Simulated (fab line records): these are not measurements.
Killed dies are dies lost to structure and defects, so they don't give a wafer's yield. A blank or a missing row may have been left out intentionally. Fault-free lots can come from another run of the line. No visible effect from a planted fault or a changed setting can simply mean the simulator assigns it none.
Split-lot trial | flow gf180mcu | on a route of 602 steps: 5 lots, 23 wafers read

SPLIT DETAILS
At GF_M1_SPUTTER_04 (material TiN, target thk 50 nm, time 41.7 s), the setting time-s was moved away from the recipe's 41.7 s on 10 of the 23 wafers read, by -12.3% to +10.2%. All remaining wafers had this setting at the recipe value.

Reading taken at the split's own step.

THE READING
TiN_of_M1_SPUTTER_04.thk-nm (the simulator's own value, which no gauge read), in nm, at GF_M1_SPUTTER_04 (material TiN, target thk 50 nm, time 41.7 s). The file does not state a usual value for it. The 13 wafers here that ran the recipe average 50.14 nm, standard deviation 0.5 nm.

wafer  | tool, chamber at the split | time-s as run, s | against the recipe | TiN_of_M1_SPUTTER_04.thk-nm, nm | against lot-mates on the recipe
L075.1 | pvd-sputter-01, -          | 41.7             | recipe             | 50.7                            | -
L075.2 | pvd-sputter-01, -          | 41.7             | recipe             | 49.94                           | -
L075.3 | pvd-sputter-01, -          | 41.7             | recipe             | 49.92                           | -
L075.5 | pvd-sputter-01, -          | 45.94            | +10.2%             | 55.59                           | +5.40
L075.6 | pvd-sputter-01, -          | 45.94            | +10.2%             | 55.14                           | +4.95
L077.1 | pvd-sputter-04, -          | 41.7             | recipe             | 50.58                           | -
L077.2 | pvd-sputter-04, -          | 41.7             | recipe             | 50.44                           | -
L077.5 | pvd-sputter-04, -          | 41.7             | recipe             | 50.6                            | -
L082.1 | pvd-sputter-01, -          | 41.7             | recipe             | 50.76                           | -
L082.2 | pvd-sputter-01, -          | 43.61            | +4.6%              | 51.84                           | +1.72
L082.4 | pvd-sputter-01, -          | 41.7             | recipe             | 50.05                           | -
L082.5 | pvd-sputter-01, -          | 41.7             | recipe             | 49.54                           | -
L082.6 | pvd-sputter-01, -          | 43.61            | +4.6%              | 52.78                           | +2.66
L083.1 | pvd-sputter-01, -          | 37.98            | -8.9%              | 45.56                           | -3.72
L083.2 | pvd-sputter-01, -          | 37.98            | -8.9%              | 44.77                           | -4.51
L083.3 | pvd-sputter-01, -          | 37.98            | -8.9%              | 45.69                           | -3.59
L083.5 | pvd-sputter-01, -          | 41.7             | recipe             | 49.18                           | -
L083.6 | pvd-sputter-01, -          | 41.7             | recipe             | 49.38                           | -
L084.1 | pvd-sputter-03, -          | 41.7             | recipe             | 50.25                           | -
L084.3 | pvd-sputter-03, -          | 36.58            | -12.3%             | 44.35                           | -5.98
L084.4 | pvd-sputter-03, -          | 36.58            | -12.3%             | 44.54                           | -5.80
L084.5 | pvd-sputter-03, -          | 36.58            | -12.3%             | 43.9                            | -6.44
L084.6 | pvd-sputter-03, -          | 41.7             | recipe             | 50.42                           | -

FIT RESULTS
A straight line over all 23 wafers: TiN_of_M1_SPUTTER_04.thk-nm changes by +0.501 nm for each +1% of time-s; r = +0.99; the points scatter about the line by 0.49 nm.
The same after taking each lot's own level away (the mean of its wafers on the recipe; 23 wafers): +0.486 nm for each +1%; r = +0.99; scatter 0.38 nm.
On that fit, the largest move of time-s shifts the reading by 6 nm.
Across the lots, their own levels run from 49.280 to 50.540 nm, a range of 2.5 times the standard deviation given above.
So the lot-to-lot level changes the slope little: the two slopes agree.
Check: -5.89 nm against its lot-mates is what the line predicts for one of the wafers moved furthest among these (-12.3%) when that wafer is left out of the fit. It came out at -5.98 nm against them.

OTHER SPLITS APPLIED TO THESE WAFERS
Before the reading, these wafers also passed through other splits. Each is held against what the fit with the lots' levels taken away leaves over:
other split on the same wafers      | wafers away from the commonest value | r with TiN_of_M1_SPUTTER_04.thk-nm (lot level and that fit taken away)
GF_HV_LDD_IMPLANT_09 dose-cm2       | 5                                    | -0.46
GF_HV_LDD_DEVELOP_18 develop-time-s | 7                                    | +0.15
GF_HV_LDD_IMPLANT_21 energy-kev     | 4                                    | +0.06
GF_HV_LDD_SOFTBAKE_27 time-s        | 7                                    | +0.38
GF_NSD_COAT_02 resist-thk-nm        | 4                                    | +0.25
GF_PSD_DEVELOP_06 develop-time-s    | 7                                    | -0.54
GF_PSD_STRIP_10 o2-flow-sccm        | 5                                    | +0.12
GF_SAB_DEVELOP_08 develop-time-s    | 10                                   | +0.32
GF_CONTACT_SPUTTER_22 time-s        | 6                                    | +0.15
GF_M1_SPUTTER_00 time-s             | 11                                   | -0.10

FILE'S OWN FIT
TiN_of_M1_SPUTTER_04.thk-nm changes by +0.486 nm for each +1% of time-s, r = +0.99.
